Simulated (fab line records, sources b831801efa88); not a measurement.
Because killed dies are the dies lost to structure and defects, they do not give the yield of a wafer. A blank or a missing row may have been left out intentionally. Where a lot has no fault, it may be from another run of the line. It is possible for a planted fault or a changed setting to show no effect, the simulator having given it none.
Which of the tools did it? ; flow sky130 ; 12 lots, 36 wafers sampled, at 5 steps of a route of 708

## WHAT THE GAUGES SHOWED, per wafer
SKY_POLY_GATE_OVL_MEAS_14.
lot;measured;on;POLY_GATE_OVL (nm)
L936;day 16 08:31;overlay-01;3 4 10
L940;day 18 18:37;overlay-02;4 9 7
L941;day 18 18:58;overlay-02;9 13 9
L942;day 18 23:40;overlay-01;4 9 2
L948;day 21 02:32;overlay-01;5 2 14
L949;day 21 08:08;overlay-01;8 2 0
L950;day 21 21:22;overlay-02;5 10 5
L952;day 22 12:47;overlay-01;10 12 11
L953;day 22 17:14;overlay-02;5 0 3
L954;day 23 17:28;overlay-02;5 9 5
L958;day 24 18:40;overlay-02;4 15 3
L957;day 24 18:43;overlay-01;7 1 4

SKY_LDD_N_OVL_MEAS_07.
lot;measured;on;LDD_N_OVL (nm)
L936;day 17 15:47;overlay-01;0.4 2.0 0.2
L940;day 20 03:04;overlay-01;-0.3 1.1 0.9
L941;day 20 04:20;overlay-01;3.9 2.5 3.7
L942;day 20 09:44;overlay-02;1.0 2.0 1.9
L948;day 22 10:52;overlay-02;0.1 0.3 1.6
L949;day 22 16:07;overlay-01;3.7 3.7 4.1
L950;day 23 04:43;overlay-01;2.5 2.6 2.9
L952;day 23 20:55;overlay-02;2.5 3.7 3.1
L953;day 24 00:07;overlay-01;2.7 3.5 2.1
L954;day 25 02:31;overlay-01;3.3 1.4 2.9
L958;day 26 01:55;overlay-02;1.7 1.5 3.7
L957;day 26 01:45;overlay-01;2.5 2.8 3.1

SKY_LDD_P_TW_MEAS_11.
lot;measured;on;LDD_P_TW
L936;day 18 23:59;film-metro-02;632 634 635
L940;day 21 12:10;film-metro-03;606 607 601
L941;day 21 12:46;film-metro-03;637 636 641
L942;day 21 18:26;film-metro-03;603 603 606
L948;day 23 18:27;film-metro-03;638 639 637
L949;day 23 23:02;film-metro-03;634 635 637
L950;day 24 12:11;film-metro-03;636 635 639
L952;day 25 04:29;film-metro-03;638 640 638
L953;day 25 07:28;film-metro-03;636 638 635
L954;day 26 09:05;film-metro-02;630 631 632
L958;day 27 08:16;film-metro-01;648 648 649
L957;day 27 07:50;film-metro-02;635 633 634

## EACH LOT AND THE TOOL THAT RAN IT (in order: tool; ch and the chambers of the sampled wafers; start)
lot;SKY_POLY_GATE_STRIP_18;SKY_LDD_P_IMPLANT_09
L936;plasma-asher-01 ch 0,1, day 16 08:47;implanter-04 ch 0, day 18 23:45
L940;plasma-asher-03 ch 0,1, day 18 18:53;implanter-02 ch 0, day 21 11:55
L941;plasma-asher-01 ch 0,1, day 18 19:14;implanter-04 ch 0, day 21 12:31
L942;plasma-asher-01 ch 0,1, day 18 23:56;implanter-02 ch 0, day 21 18:11
L948;plasma-asher-03 ch 0,1, day 21 02:49;implanter-04 ch 0, day 23 18:12
L949;plasma-asher-01 ch 0,1, day 21 08:25;implanter-01 ch 0, day 23 22:47
L950;plasma-asher-03 ch 0, day 21 21:38;implanter-01 ch 0, day 24 11:56
L952;plasma-asher-01 ch 0,1, day 22 13:04;implanter-01 ch 0, day 25 04:14
L953;plasma-asher-01 ch 0,1, day 22 17:31;implanter-01 ch 0, day 25 07:15
L954;plasma-asher-01 ch 0,1, day 23 17:44;implanter-01 ch 0, day 26 08:50
L958;plasma-asher-01 ch 0,1, day 24 18:56;implanter-02 ch 0, day 27 08:01
L957;plasma-asher-03 ch 0,1, day 24 18:59;implanter-01 ch 0, day 27 07:36
- SKY_POLY_GATE_STRIP_18: strips in O2/N2.
- SKY_LDD_P_IMPLANT_09

## AS READ BY THE TOOLS THEMSELVES (means over the sampled wafers that have a number; for cases with no such wafer, the mark the record gives instead)
SKY_POLY_GATE_STRIP_18.
lot;tool;drypump-motor-current-A (A);oes-product-au (a.u.);strip-time-to-endpoint-s (s)
L936;plasma-asher-01;5.5;0.363;3.21
L940;plasma-asher-03;5.4;0.363;3.18
L941;plasma-asher-01;5.2;0.357;3.15
L942;plasma-asher-01;5.2;0.360;3.16
L948;plasma-asher-03;5.4;0.365;3.17
L949;plasma-asher-01;5.2;0.367;3.20
L950;plasma-asher-03;5.4;0.355;3.14
L952;plasma-asher-01;5.2;0.360;3.14
L953;plasma-asher-01;5.4;0.362;3.14
L954;plasma-asher-01;5.4;0.360;3.19
L958;plasma-asher-01;5.2;0.361;3.20
L957;plasma-asher-03;5.4;0.365;3.20

SKY_LDD_P_IMPLANT_09.
lot;tool;beam-energy-keV;faraday-current-uA
L936;implanter-04;24.993;56.7
L940;implanter-02;20.518;56.8
L941;implanter-04;25.008;56.8
L942;implanter-02;20.520;55.9
L948;implanter-04;25.001;57.7
L949;implanter-01;25.005;54.7
L950;implanter-01;25.006;57.4
L952;implanter-01;25.005;56.1
L953;implanter-01;25.009;56.0
L954;implanter-01;25.008;56.4
L958;implanter-02;24.997;57.9
L957;implanter-01;25.014;56.7

## THE ANSWER, worked out from the rows above alone
Rule: the usual values come from the lots themselves. The widest of any qualifying gaps counts: lots, ordered by their means at a reading, are off when they make up no more than a third of the lots, leave a main group of 4 or more, and stand apart from it by 3 or more times the standard deviation of that group's means. A main group whose means are all the same, to the digits that the tables above print for the reading, isn't used. A lot without any number at a reading at which 4 lots or more have one is off too. Any other lot the step has rows for is counted as sound. The gauges are gone through in route order, then the tools' own readings, and for those a lot's mean is taken as printed above. At the first step where some lot is off, the reading lying furthest off is the one used; lots without a number count as furthest.
Off: at SKY_LDD_P_TW_MEAS_11 (LDD_P_TW), L940, L942. For the main group the mean is 637 and the standard deviation 4.4.
A tool fits if, at a process step before that reading, it ran every lot that is off, and no sound lot after the first of them. Not tried: the gauges at SKY_LDD_P_TW_MEAS_11; whatever is off there is also off at SKY_LDD_P_IMPLANT_09, on other tools, and gauge error can't account for it. Not one of the candidates tried fits.

## WHAT THE SIMULATOR HAD INSERTED
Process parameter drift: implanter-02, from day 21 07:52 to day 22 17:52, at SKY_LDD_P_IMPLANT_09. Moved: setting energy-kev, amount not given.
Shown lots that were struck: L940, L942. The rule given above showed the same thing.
